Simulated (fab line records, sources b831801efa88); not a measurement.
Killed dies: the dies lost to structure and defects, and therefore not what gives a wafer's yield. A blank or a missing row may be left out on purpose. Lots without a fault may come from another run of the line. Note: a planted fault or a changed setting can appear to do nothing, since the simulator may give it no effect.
fab line records | flow sky130
[record] lots = 6 wafers = 18 last-day = 50
route steps=708 shown CAP2M@604 PAD_OPEN@708
lots untouched by any fault: they come from a run of this same line in which no faults occurred
start-h: the number of hours between the record's first day and the start of the first shown wafer of the lot | wait-h: hours from the lot's prior step to this one | " the same as in the row above | L1.1+2: one row covering several wafers at once | - value missing, or start not given | * or withheld: withheld | < > ~ a bound
route shown NAME@n: names a module that has steps shown in the file, with the first one's number in the route | usual: mean/standard deviation of fault-free wafers | same: alike in all rows | chamber/n: place in a boat | sites: the reading at each site | _std_site: the standard deviation of these | _edge_site: outer sites' mean less inner sites' | radius-mm: how far each site lies from the wafer's centre | mask NAME#n: copy n | behind: the most recent tool/chamber to have shaped the wafer | hold: why the lot was held/for how many hours/how that ended | device: the n, p or np transistor that did not switch | end of line: the tests these same wafers got at the end of their route | a step given without rows: its recipe and nothing more | killed: dies that structure and defects cost at the first sort, which is not the same as the wafer's yield | map: per-die view of a wafer (x killed, . not killed, _ where there is no die)
set.NAME: the setting that was run; set.NAME@STEP: the one run at that earlier step | model.NAME: the simulator's own value behind a step, which no gauge read
lots seen at some steps along the route; tables by step, rows by wafer
services: a tool's chamber out of use, with start hour (start-h, from the record's first day; less than 0 if before it), hours out, and reason
[[steps]]
[step SKY_CAP2M_THK_MEAS_01]
[recipe] reads = SiO2_of_CAP2M_CVD_00
[usual] CAP2M_CVD_00_THK = 15.59/0.25
// columns lot.wafer tool chamber start-h wait-h CAP2M_CVD_00_THK[nm]
L582.3 film-metro-01 - 925.32 - 15.33
L582.4 " - " " 16.04
L582.6 " - " " 15.56
L589.1 film-metro-03 - 986.47 - 15.83
L589.4 " - " " 15.94
L589.5 " - " " 15.55
L590.1 film-metro-03 - 991.20 - 15.56
L590.3 " - " " 15.43
L590.4 " - " " 15.62
L591.1 film-metro-03 - 1002.25 - 15.49
L591.2 " - " " 15.57
L591.5 " - " " 16.21
L605.1 film-metro-03 - 1092.41 - 15.18
L605.4 " - " " 15.56
L605.6 " - " " 15.19
L604.3 film-metro-03 - 1094.61 - 15.59
L604.4 " - " " 16.20
L604.5 " - " " 15.99
[step SKY_CAP2M_SPUTTER_02]
[recipe] material = TiN target-thk-nm = 200 temp-c = 300 power-w = 6500 time-s = 166.7 chamber-pressure-pa = 0.4
[usual] cathode-dc-power-W = 6500.2/1.1 substrate-temp-c = 299.98/0.19 throttle-valve-pct = 29.5/1.1
// columns lot.wafer tool chamber start-h wait-h cathode-dc-power-W substrate-temp-c throttle-valve-pct
L582.3 pvd-sputter-01 - 925.36 0.0 6499.6 299.92 27.3
L582.4 " - " " 6500.8 299.77 29.5
L582.6 " - " " 6499.4 300.14 27.3
L589.1 pvd-sputter-01 - 986.53 0.1 6498.8 300.09 27.4
L589.4 " - " " 6501.1 300.05 29.5
L589.5 " - " " 6501.3 299.88 30.2
L590.1 pvd-sputter-04 - 991.26 0.1 6499.8 299.81 29.5
L590.3 " - " " 6500.5 300.22 31.4
L590.4 " - " " 6498.6 299.94 28.5
L591.1 pvd-sputter-03 - 1002.31 0.1 6498.2 300.29 29.2
L591.2 " - " " 6499.2 299.89 28.8
L591.5 " - " " 6499.8 300.07 31.0
L605.1 pvd-sputter-04 - 1092.47 0.1 6501.2 300.00 29.0
L605.4 " - " " 6500.6 300.14 31.6
L605.6 " - " " 6500.0 299.96 31.4
L604.3 pvd-sputter-01 - 1094.65 0.0 6498.9 300.37 29.5
L604.4 " - " " 6496.5 299.77 30.2
L604.5 " - " " 6500.1 299.69 30.1
[step SKY_CAP2M_RS_MEAS_03]
[recipe] thk-meas-gauge = four-point-probe reads = TiN_of_CAP2M_SPUTTER_02
[usual] CAP2M_TIN_RS = 6.96/0.081
// columns lot.wafer tool chamber start-h wait-h CAP2M_TIN_RS[ohm/sq]
L582.3 film-metro-03 - 925.51 0.1 7.09
L582.4 " - " " 6.96
L582.6 " - " " 7.09
L589.1 film-metro-02 - 986.64 0.1 7.08
L589.4 " - " " 7.01
L589.5 " - " " 7.00
L590.1 film-metro-01 - 991.37 0.1 6.90
L590.3 " - " " 6.90
L590.4 " - " " 6.97
L591.1 film-metro-01 - 1002.42 0.1 6.86
L591.2 " - " " 6.84
L591.5 " - " " 6.94
L605.1 film-metro-01 - 1092.58 0.1 6.91
L605.4 " - " " 6.86
L605.6 " - " " 6.88
L604.3 film-metro-03 - 1094.80 0.1 6.89
L604.4 " - " " 6.94
L604.5 " - " " 6.89
[step SKY_CAP2M_THK_MEAS_04]
[recipe] thk-meas-gauge = xrf reads = TiN_of_CAP2M_SPUTTER_02
[usual] CAP2M_TIN_THK = 200.7/2.6
// columns lot.wafer tool chamber start-h wait-h CAP2M_TIN_THK[nm]
L582.3 film-metro-03 - 925.61 0.1 195.1
L582.4 " - " " 199.8
L582.6 " - " " 196.2
L589.1 film-metro-02 - 986.76 0.1 197.7
L589.4 " - " " 200.1
L589.5 " - " " 200.2
L590.1 film-metro-01 - 991.49 0.1 201.8
L590.3 " - " " 202.4
L590.4 " - " " 199.9
L591.1 film-metro-01 - 1002.54 0.1 202.9
L591.2 " - " " 204.0
L591.5 " - " " 200.7
L605.1 film-metro-01 - 1092.70 0.1 201.8
L605.4 " - " " 203.0
L605.6 " - " " 203.6
L604.3 film-metro-03 - 1094.90 0.1 202.1
L604.4 " - " " 199.9
L604.5 " - " " 201.1
[step SKY_CAP2M_DEHYDRATE_05]
[recipe] temp-c = 200 time-s = 60
[step SKY_CAP2M_HMDS_06]
[recipe] prime-time-s = 60 prime-temp-c = 120
[step SKY_CAP2M_COAT_07]
[recipe] resist = NOVOLAK spin-rpm = 3000 resist-thk-nm = 1140
[step SKY_CAP2M_SOFTBAKE_08]
[recipe] temp-c = 90 time-s = 60 resist = NOVOLAK
[step SKY_CAP2M_EXPOSE_09]
[recipe] mask-id = CAP2M na = 0.6 source-shape = conventional sigma-outer = 0.6 polarization = unpolarized target-cd-nm = 1000 dose-mj = 159
[step SKY_CAP2M_PEB_10]
[recipe] temp-c = withheld time-s = * resist = NOVOLAK
[step SKY_CAP2M_DEVELOP_11]
[recipe] resist = NOVOLAK developer = TMAH develop-time-s = 60 dev-temp-c = 23
[step SKY_CAP2M_OVL_MEAS_12]
[usual] CAP2M_OVL = -0.1/1.6
// columns lot.wafer tool chamber start-h wait-h CAP2M_OVL[nm]
L582.3 overlay-01 - 950.06 0.1 0.7
L582.4 " - " " 1.9
L582.6 " - " " 0.3
L589.1 overlay-02 - 1008.81 0.1 0.2
L589.4 " - " " 1.5
L589.5 " - " " 0.9
L590.1 overlay-01 - 1014.36 0.1 -0.8
L590.3 " - " " 0.8
L590.4 " - " " -0.3
L591.1 overlay-02 - 1025.37 0.1 0.2
L591.2 " - " " 0.7
L591.5 " - " " 0.1
L605.1 overlay-01 - 1112.25 0.1 -0.2
L605.4 " - " " -0.4
L605.6 " - " " 1.4
L604.3 overlay-01 - 1115.07 0.1 -0.8
L604.4 " - " " -0.5
L604.5 " - " " -1.4
[step SKY_CAP2M_METAL_ETCH_13]
[recipe] target-depth-nm = 220 stop-on = SiO2 chemistry = Cl2/BCl3 target = TiN pressure-mtorr = 10 icp-w = 900 bias-w = 48.5 Cl2_flow_sccm = 60 bcl3-flow-sccm = 30 time-s = 62.9
[usual] bcl3-flow-sccm = 30.00/0.083 bias-w = 48.52/0.14 drypump-motor-current-A = 5.92/0.2 oes-product-au = 0.937/0.0079 throttle-valve-pct = 21.905/0.0092
// columns lot.wafer tool chamber start-h wait-h bcl3-flow-sccm bias-w drypump-motor-current-A oes-product-au rf-hours-counter-h throttle-valve-pct model.NOVOLAK_of_CAP2M_COAT_07.thk-nm
L582.3 rie-metal-02 0 950.11 0.0 29.95 48.55 5.90 0.919 - 21.902 990.8
L582.4 " 1 " " 30.07 48.49 6.10 0.934 - 21.904 998.5
L582.6 " 0 " " 30.09 48.33 5.88 0.928 - 21.922 991.1
L589.1 rie-metal-02 1 1008.84 0.0 30.00 48.61 6.13 0.932 14 21.918 1002
L589.4 " 0 " " 29.99 48.46 5.92 0.937 - 21.905 993.6
L589.5 " 0 " " 30.09 48.53 5.92 0.942 - 21.906 994.6
L590.1 rie-metal-04 1 1014.40 0.0 - - - - - - 1133
L590.3 " 0 " " - - - - - - 1133
L590.4 " 1 " " - - - - - - 1130
L591.1 rie-metal-02 0 1025.40 0.0 - - - - - - 1135
L591.2 " 1 " " - - - - - - 1138
L591.5 " 0 " " - - - - - - 1140
L605.1 rie-metal-04 1 1112.29 0.0 29.99 48.57 5.50 0.939 8 21.904 992.8
L605.4 " 1 " " 30.08 48.37 5.49 0.945 - 21.892 991.5
L605.6 " 0 " " 30.02 48.60 6.11 0.943 - 21.899 992
L604.3 rie-metal-03 0 1115.11 0.0 29.90 48.31 5.76 0.935 - 21.893 996.6
L604.4 " 1 " " 30.09 48.27 6.01 0.937 - 21.904 990.3
L604.5 " 0 " " 29.83 48.34 5.81 0.940 - 21.903 992.1
[step SKY_CAP2M_STRIP_14]
[recipe] chemistry = O2/N2 power-w = 1400 pressure-mtorr = 1500 platen-temp-c = withheld o2-flow-sccm = 3000 n2-flow-sccm = 300 overash-fraction = 0.5
[usual] drypump-motor-current-A = 5.68/0.3 oes-product-au = 0.710/0.0045 strip-time-to-endpoint-s = 12.64/0.064
// columns lot.wafer tool chamber start-h wait-h drypump-motor-current-A oes-product-au rf-hours-counter-h strip-time-to-endpoint-s
L582.3 plasma-asher-02 0 950.20 0.1 6.11 0.704 - 12.63
L582.4 " 1 " " 5.49 0.712 - 12.72
L582.6 " 1 " " 5.49 0.709 - 12.64
L589.1 plasma-asher-04 0 1008.92 0.1 5.49 0.714 27 12.74
L589.4 " 1 " " 5.96 0.715 - 12.65
L589.5 " 0 " " 5.53 0.710 - 12.66
L590.1 plasma-asher-02 0 1014.48 0.1 6.13 0.714 115 14.11
L590.3 " 0 " " 6.12 0.711 - 14.08
L590.4 " 1 " " 5.48 0.709 - 14.08
L591.1 plasma-asher-02 1 1025.48 0.1 5.46 0.710 117 14.12
L591.2 " 0 " " 6.12 0.709 117 14.16
L591.5 " 0 " " 6.11 0.714 - 14.19
L605.1 plasma-asher-02 1 1112.37 0.1 5.48 0.711 6 12.66
L605.4 " 1 " " 5.50 0.703 - 12.62
L605.6 " 1 " " 5.49 0.716 - 12.64
L604.3 plasma-asher-04 0 1115.20 0.1 5.52 0.711 - 12.70
L604.4 " 1 " " 5.94 0.714 - 12.63
L604.5 " 0 " " 5.49 0.706 - 12.65
[step SKY_CAP2M_STRIP_15]
[recipe] chemistry = post-etch-residue-remover time-s = 1200 temp-c = 72.5
[step SKY_PAD_OPEN_PROBE_99]
[usual] defect-limited-yield = 82.8/2.1 killed_at_M0_to_M3 = 42/6.6 killed_at_M4_up = 3.1/1.9 killed-at-contacts = 24/5.6 killed-at-front-end = 15/4.8 killed-at-other = 0.3/0.48 killed-dies = 84/10 killed-on-rim = 16/3.9 killed-open = 47/6.8 killed-short = 37/6.8 sort_bin_3_pad_short = 0.9/0.48 sort_bin_5_function = 10.1/1.4 sort_bin_6_memory = 6.2/1.2 sort-n-pass = 408/10 sort-yield-pct = 82.8/2.1
[same] gross-dies = 492 killed-at-back-side = 0 sort_bin_4_leakage[%] = 0 sort_bin_8_speed[%] = 0
// columns lot.wafer tool chamber start-h wait-h defect-limited-yield[%] killed_at_M0_to_M3 killed_at_M4_up killed-at-contacts killed-at-front-end killed-at-other killed-dies killed-on-rim killed-open killed-short sort_bin_3_pad_short[%] sort_bin_5_function[%] sort_bin_6_memory[%] sort-n-pass sort-yield-pct[%]
L589.1 prober-02 - 1122.43 0.1 84.3 39 2 25 11 0 77 14 34 43 0.4 10.0 5.3 415 84.3
L589.4 prober-02 - 1122.58 0.2 85.2 39 4 18 12 0 73 16 42 31 0.6 8.3 5.9 419 85.2
L589.5 prober-02 - 1122.63 0.2 82.3 46 3 20 18 0 87 17 42 45 1.6 10.0 6.1 405 82.3
L590.1 prober-01 - 1126.53 0.1 0 37 0 26 16 413 492 96 42 37 0.8 93.7 5.5 0 0
L590.3 prober-01 - 1126.63 0.2 0 30 0 18 12 432 492 96 32 28 0.4 94.9 4.7 0 0
L590.4 prober-01 - 1126.68 0.2 0 38 2 28 11 413 492 96 52 27 1.0 94.3 4.7 0 0
L591.1 prober-02 - 1136.51 0.1 0 36 3 28 11 414 492 96 37 41 1.6 91.7 6.7 0 0
L591.2 prober-02 - 1136.56 0.1 0 37 3 17 13 422 492 96 33 37 1.4 93.9 4.7 0 0
L591.5 prober-02 - 1136.71 0.2 0 43 4 28 17 400 492 96 53 39 0.8 93.7 5.5 0 0
L604.3 prober-01 - 1205.20 0.2 84.1 42 1 23 12 0 78 14 47 31 0.2 11.6 4.1 414 84.1
L604.4 prober-01 - 1205.25 0.2 82.7 39 2 27 16 1 85 13 47 38 0.4 10.4 6.5 407 82.7
L604.5 prober-01 - 1205.30 0.2 82.3 41 6 23 17 0 87 17 51 36 1.2 8.9 7.5 405 82.3
// killed by level:class
L589.1 VIA1:geometric-particle:open=10 METAL1:geometric-particle:short=9 LOCAL_INTERCONNECT:geometric-particle:short=8 CONTACT:geometric-particle:open=7 VIA2:geometric-particle:open=6 CONTACT:geometric-particle:short=5 VIA1:geometric-particle:short=5 METAL3:geometric-particle:short=4
L589.4 METAL1:geometric-particle:short=8 CONTACT:geometric-particle:open=7 VIA1:geometric-particle:open=7 LI_CONTACT:geometric-particle:open=5 VIA1:geometric-particle:short=5 VIA2:geometric-particle:open=5 VIA3:geometric-particle:open=5 METAL1:geometric-particle:open=4
L589.5 VIA1:geometric-particle:open=14 METAL1:geometric-particle:short=7 FIELD_ISO:geometric-particle:open=6 VIA1:geometric-particle:short=6 LI_CONTACT:geometric-particle:short=5 LOCAL_INTERCONNECT:geometric-particle:short=5 VIA2:geometric-particle:open=5 FIELD_ISO:geometric-particle:short=4
L590.1 CAP2M:area-etch=413 VIA3:geometric-particle:open=10 CONTACT:geometric-particle:open=9 METAL1:geometric-particle:short=8 LOCAL_INTERCONNECT:geometric-particle:short=7 LI_CONTACT:geometric-particle:open=6 POLY_GATE:geometric-particle:short=4 VIA2:geometric-particle:open=4
L590.3 CAP2M:area-etch=432 CONTACT:geometric-particle:open=11 METAL1:geometric-particle:short=5 VIA2:geometric-particle:short=5 FIELD_ISO:geometric-particle:short=4 VIA1:geometric-particle:short=4 VIA2:geometric-particle:open=4 POLY_GATE:geometric-particle:open=3
L590.4 CAP2M:area-etch=413 VIA1:geometric-particle:open=10 CONTACT:geometric-particle:open=9 VIA3:geometric-particle:open=9 LI_CONTACT:geometric-particle:open=8 LOCAL_INTERCONNECT:geometric-particle:short=8 METAL1:geometric-particle:short=5 VIA2:geometric-particle:open=5
L591.1 CAP2M:area-etch=414 METAL2:geometric-particle:short=9 VIA1:geometric-particle:open=8 LI_CONTACT:geometric-particle:open=8 CONTACT:geometric-particle:open=7 LI_CONTACT:geometric-particle:short=5 LOCAL_INTERCONNECT:geometric-particle:short=5 VIA1:geometric-particle:short=4
L591.2 CAP2M:area-etch=422 METAL1:geometric-particle:short=9 VIA3:geometric-particle:open=6 LI_CONTACT:geometric-particle:open=5 METAL2:geometric-particle:short=4 CONTACT:geometric-particle:open=4 METAL3:geometric-particle:short=4 VIA2:geometric-particle:short=4
L591.5 CAP2M:area-etch=400 VIA2:geometric-particle:open=10 CONTACT:geometric-particle:open=10 FIELD_ISO:geometric-particle:short=8 VIA3:geometric-particle:open=8 CONTACT:geometric-particle:short=8 LI_CONTACT:geometric-particle:open=7 METAL1:geometric-particle:short=6
L604.3 LI_CONTACT:geometric-particle:open=9 VIA3:geometric-particle:open=9 CONTACT:geometric-particle:open=8 VIA1:geometric-particle:open=8 VIA1:geometric-particle:short=6 VIA2:geometric-particle:open=5 POLY_GATE:geometric-particle:open=4 POLY_GATE:geometric-particle:short=3
L604.4 LI_CONTACT:geometric-particle:open=11 CONTACT:geometric-particle:open=9 VIA1:geometric-particle:open=7 VIA3:geometric-particle:open=6 VIA1:geometric-particle:short=5 VIA3:geometric-particle:short=5 LOCAL_INTERCONNECT:geometric-particle:short=4 POLY_GATE:geometric-particle:short=4
L604.5 VIA1:geometric-particle:open=11 CONTACT:geometric-particle:open=9 VIA3:geometric-particle:open=8 POLY_GATE:geometric-particle:open=5 CONTACT:geometric-particle:short=5 METAL4:geometric-particle:short=5 FIELD_ISO:geometric-particle:short=4 METAL2:geometric-particle:open=4
// map L590.1 (x killed, . not)
__________xxxxxxxxxx_________
________xxxxxxxxxxxxxx_______
______xxxxxxxxxxxxxxxxxx_____
_____xxxxxxxxxxxxxxxxxxxx____
____xxxxxxxxxxxxxxxxxxxxxx___
___xxxxxxxxxxxxxxxxxxxxxxxx__
__xxxxxxxxxxxxxxxxxxxxxxxxxx_
_xxxxxxxxxxxxxxxxxxxxxxxxxxxx
_xxxxxxxxxxxxxxxxxxxxxxxxxxxx
_xxxxxxxxxxxxxxxxxxxxxxxxxxxx
_xxxxxxxxxxxxxxxxxxxxxxxxxxxx
_xxxxxxxxxxxxxxxxxxxxxxxxxxxx
_xxxxxxxxxxxxxxxxxxxxxxxxxxxx
_xxxxxxxxxxxxxxxxxxxxxxxxxxxx
_xxxxxxxxxxxxxxxxxxxxxxxxxxxx
__xxxxxxxxxxxxxxxxxxxxxxxxxx_
___xxxxxxxxxxxxxxxxxxxxxxxx__
____xxxxxxxxxxxxxxxxxxxxxx___
_____xxxxxxxxxxxxxxxxxxxx____
______xxxxxxxxxxxxxxxxxx_____
________xxxxxxxxxxxxxx_______
__________xxxxxxxxxx_________
// map L591.1 (x killed, . not)
__________xxxxxxxxxx_________
________xxxxxxxxxxxxxx_______
______xxxxxxxxxxxxxxxxxx_____
_____xxxxxxxxxxxxxxxxxxxx____
____xxxxxxxxxxxxxxxxxxxxxx___
___xxxxxxxxxxxxxxxxxxxxxxxx__
__xxxxxxxxxxxxxxxxxxxxxxxxxx_
_xxxxxxxxxxxxxxxxxxxxxxxxxxxx
_xxxxxxxxxxxxxxxxxxxxxxxxxxxx
_xxxxxxxxxxxxxxxxxxxxxxxxxxxx
_xxxxxxxxxxxxxxxxxxxxxxxxxxxx
_xxxxxxxxxxxxxxxxxxxxxxxxxxxx
_xxxxxxxxxxxxxxxxxxxxxxxxxxxx
_xxxxxxxxxxxxxxxxxxxxxxxxxxxx
_xxxxxxxxxxxxxxxxxxxxxxxxxxxx
__xxxxxxxxxxxxxxxxxxxxxxxxxx_
___xxxxxxxxxxxxxxxxxxxxxxxx__
____xxxxxxxxxxxxxxxxxxxxxx___
_____xxxxxxxxxxxxxxxxxxxx____
______xxxxxxxxxxxxxxxxxx_____
________xxxxxxxxxxxxxx_______
__________xxxxxxxxxx_________
[[services]]
// columns tool chamber start-h hours kind
plasma-asher-04 - 903.33 1.3 repair
pvd-sputter-01 - 908.64 2.2 repair
plasma-asher-02 - 929.94 3.6 repair
pvd-sputter-04 2 931.12 - consumable-replace:kit
pvd-sputter-04 2 931.12 18.0 scheduled-down
plasma-asher-04 - 975.69 2.8 pm
pvd-sputter-01 1 994.52 - consumable-replace:kit
pvd-sputter-01 1 994.52 18.0 scheduled-down
pvd-sputter-01 1 994.52 18.0 vent-cycle
rie-metal-04 - 1007.21 0.1 repair
rie-metal-04 - 1016.42 0.6 repair
pvd-sputter-03 - 1016.58 0.5 repair
pvd-sputter-01 - 1019.03 4.9 repair
plasma-asher-04 - 1043.47 28.1 pm
plasma-asher-02 - 1055.25 9.0 pm
plasma-asher-02 0 1055.25 9.8 vent-cycle
plasma-asher-02 1 1055.25 9.8 vent-cycle
plasma-asher-02 - 1060.22 4.8 repair
plasma-asher-02 0 1064.25 - clean
plasma-asher-02 1 1064.25 - clean
rie-metal-04 1 1077.22 13.2 repair
plasma-asher-04 - 1085.54 7.0 repair
plasma-asher-04 - 1089.81 0.4 repair
pvd-sputter-04 - 1099.04 6.1 repair
[[key]]
[first-sign] step = SKY_CAP2M_METAL_ETCH_13 reading = tool-record direction = missing
[effect] step = SKY_CAP2M_STRIP_14 reading = strip-time-to-endpoint-s direction = up sigmas = 23 usual = * struck = *
[effect] step = SKY_PAD_OPEN_PROBE_99 reading = killed-at-other direction = up sigmas = 99+ usual = 0.3 struck = 415.7
[model-effect] step = SKY_CAP2M_METAL_ETCH_13 value = NOVOLAK_of_CAP2M_COAT_07.thk-nm without = 987.2 struck = 1135
[more-kills-born-at] SKY_CAP2M_METAL_ETCH_13@rie-metal-04 = 1258 SKY_CAP2M_METAL_ETCH_13@rie-metal-02 = 1236
met-at SKY_CAP2M_METAL_ETCH_13
struck-wafers L590.1,L590.3,L590.4,L591.1,L591.2,L591.5
later-rows-left-out L590.1,L590.3,L590.4,L591.1,L591.2,L591.5
onset-between 1008.84 1014.40
[fault] kind = skipped-step-whole tool = rie-metal-02,rie-metal-04 chamber = - onset-h = 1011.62 steps = SKY_CAP2M_METAL_ETCH_13 scope = struck-lots-only
// later-rows-left-out: the simulator's readings of these wafers behind a module that went badly wrong aren't trusted and aren't shown, but for the sort
